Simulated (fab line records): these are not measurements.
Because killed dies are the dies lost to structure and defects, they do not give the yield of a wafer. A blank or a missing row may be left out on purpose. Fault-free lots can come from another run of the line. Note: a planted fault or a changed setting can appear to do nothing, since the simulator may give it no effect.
A struck lot beside a sound one :: flow sky130 :: 34 steps out of a route of 708
Sound: the wafers L747.1, L747.2, L747.5. Struck: wafers L750.1, L750.3, L750.4. The cause is given at the end.
At each step with rows: each side's tool, then ch and its chambers, then its first start. Under that, the readings that differ: sound wafers :: struck wafers :: difference of the means :: sigmas: that difference in standard deviations of wafers without a fault.
alike: readings with means less than 2 such deviations apart, plus words and numbers identical on both sides. not compared: withheld readings, readings lacking a value on some wafer, bounds such as >300 that could conceal the same value, and numbers that have no deviation in the record and whose values overlap.
The two part at a step that has a row with sigmas, a row that says differs or no value, or rows on one side only. When numbers do not overlap yet have no deviation, they are printed without sigmas and do not part them. A reading that every wafer of one side lacks parts them only if that side has two wafers or more.

first, 7 steps without rows for these wafers: SKY_SONOS_TUNNEL_DEVELOP_06 (develop time 60 s); SKY_SONOS_TUNNEL_IMPLANT_09; SKY_SONOS_TUNNEL_WET_ETCH_10 (etches SiO2 in dHF, target depth 14 nm, time 280 s); SKY_SONOS_TUNNEL_STRIP_11 (strips in SPM, time 600 s); SKY_SONOS_TUNNEL_CLEAN_13 (cleans in dHF, time 20 s); SKY_SONOS_ONO_OXIDATION_00 (stabilise 600 s, purge 300 s, target thk 2.6 nm); SKY_SONOS_ONO_CVD_02 (deposits Si3N4 from DCS/NH3, target thk 10.5 nm, time 180 s).
SKY_SONOS_ONO_CVD_04: deposits SiO2 from SiH4/N2O, target thk 5.7199 nm.
  sound on lpcvd-03 ch 1, day 13 03:56; struck on lpcvd-03 ch 0, day 14 09:41
reading: spike tc bottom C (C)
sound: 915.3 913.4 915.0
struck: 927.4 925.7 925.9
difference: +11.8
sigmas: +4

reading: spike tc centre C (C)
sound: 899.9 900.7 900.2
struck: 909.0 910.3 909.0
difference: +9.2
sigmas: +8

reading: spike tc lower C (C)
sound: 900.1 900.3 899.4
struck: 907.5 907.9 909.7
difference: +8.4
sigmas: +8

reading: spike tc top C (C)
sound: 915.0 915.9 912.6
struck: 922.1 923.2 922.1
difference: +8.0
sigmas: +6

reading: spike tc upper C (C)
sound: 901.6 902.0 900.2
struck: 906.3 908.2 907.6
difference: +6.1
sigmas: +6

reading: susceptor temp C (C)
sound: 900.5 900.5 899.9
struck: 907.2 908.0 907.4
difference: +7.2
sigmas: +19

reading: model.SiO2_of_SONOS_ONO_CVD_04.thk nm (nm)
sound: 5.744 5.706 5.652
struck: 6.306 6.487 6.532
difference: +0.741
sigmas: 
SKY_SONOS_ONO_THK_MEAS_05:
  sound: film metro-02 at day 13 05:11; struck: film metro-01 at day 14 10:56
reading: SONOS_ONO_CVD_04_THK (nm)
sound: 5.75 5.73 5.64
struck: 6.24 6.44 6.51
difference: +0.69
sigmas: +8
then, 23 steps without rows for these wafers: SKY_SONOS_ONO_DEHYDRATE_06 (time 60 s); SKY_SONOS_ONO_HMDS_07 (prime time 60 s); SKY_SONOS_ONO_COAT_08 (resist thk 1140 nm); SKY_SONOS_ONO_SOFTBAKE_09 (time 59.1 s); SKY_SONOS_ONO_EXPOSE_10 (exposes mask ONOM, target cd 410 nm); SKY_SONOS_ONO_PEB_11; SKY_SONOS_ONO_DEVELOP_12 (develop time 60 s); SKY_SONOS_ONO_ETCH_15 (etches the open film in CHF3/O2, target depth 19.52 nm, time 7.8 s); SKY_SONOS_ONO_WET_ETCH_16 (etches SiO2 in dHF, target depth 14 nm, time 280 s); SKY_SONOS_ONO_STRIP_17 (strips in O2/N2); SKY_SONOS_ONO_WET_ETCH_18 (etches Si3N4 in H3PO4, target depth 15 nm, time 172 s); SKY_GATE_OXIDE_CLEAN_00 (cleans in SC1/SC2, time 150 s); SKY_GATE_OXIDE_OXIDATION_01 (stabilise 600 s, purge 300 s, target thk 10.268 nm); SKY_GATE_OXIDE_DEHYDRATE_03 (time 60 s); SKY_GATE_OXIDE_HMDS_04 (prime time 60 s); SKY_GATE_OXIDE_COAT_05 (resist thk 1140 nm); SKY_GATE_OXIDE_SOFTBAKE_06 (time 60 s); SKY_GATE_OXIDE_EXPOSE_07 (exposes mask LVOM, target cd 600 nm); SKY_GATE_OXIDE_PEB_08; SKY_GATE_OXIDE_DEVELOP_09 (develop time 60 s); SKY_GATE_OXIDE_IMPLANT_11; SKY_GATE_OXIDE_WET_ETCH_12 (etches SiO2 in dHF, target depth 16.8 nm, time 336 s); SKY_GATE_OXIDE_STRIP_13 (strips in O2/N2).
-- the record jumps here: 2 days lie between the struck wafers' starts before and after --
SKY_GATE_OXIDE_CLEAN_15: cleans in SC1/SC2, time 150 s.
  sound on wet bench-04 ch 0, day 15 13:17; struck on wet bench-03 ch 2, day 16 19:46
reading: model.SiO2_of_SONOS_ONO_CVD_04.thk nm (nm)
sound: 4.217 4.176 4.126
struck: 4.781 4.961 5.005
difference: +0.743
sigmas: 
-- the record jumps here: 32 days lie between the struck wafers' starts before and after (it left off in module GATE_OXIDE and takes up again in module PAD_OPEN, whose first step shown is number 708 of the route) --
SKY_PAD_OPEN_PROBE_99:
  sound: prober-02 at day 47 00:52; struck: prober-02 at day 48 10:00
reading: killed_at_M0_to_M3
sound: 30 40 33
struck: 60 42 55
difference: +18
sigmas: +3

reading: model.etest.sonos erased.drive ua um
sound: 181.7 176.1 236.9
struck: 148.7 146.6 136.8
difference: -54.2
sigmas: 

reading: model.etest.sonos uncharged.r on ohm um
sound: 813.4 806.3 805.5
struck: 843.5 855.7 874.4
difference: +49.5
sigmas: 

reading: model.etest.cap ono.gate log10 a cm2
sound: -7.877 -7.903 -7.841
struck: -8.905 -9.011 -9.197
difference: -1.164
sigmas: 

reading: model.etest.cap ono.gate bv v (V)
sound: 16.19 16.25 16.42
struck: 16.96 17.39 17.28
difference: +0.92
sigmas: 

reading: model.etest.cap ono.tox acc nm (nm)
sound: 12.79 12.9 12.79
struck: 13.62 13.74 13.84
difference: +0.91
sigmas: 

reading: model.etest.sonos programmed.off log10 a um
sound: -13.9 -13.92 -14.08
struck: -13.53 -13.28 -12.75
difference: +0.78
sigmas: 

reading: model.etest.sonos programmed.vt v (V)
sound: 1.485 1.463 1.441
struck: 1.017 0.9541 0.8765
difference: -0.514
sigmas: 

reading: model.etest.sonos erased.vt v (V)
sound: -2.316 -2.273 -2.351
struck: -1.935 -1.858 -1.768
difference: +0.460
sigmas: 
  alike: killed_at_M4_up, killed at contacts, killed at front end, killed at other, killed dies, killed open, killed short

## WHERE THEY PART
At SKY_SONOS_ONO_CVD_04 first; at SKY_PAD_OPEN_PROBE_99 last (within this record only).

WHY: what the simulator had put in
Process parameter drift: lpcvd-03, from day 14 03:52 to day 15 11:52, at SKY_SONOS_ONO_CVD_04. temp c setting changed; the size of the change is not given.
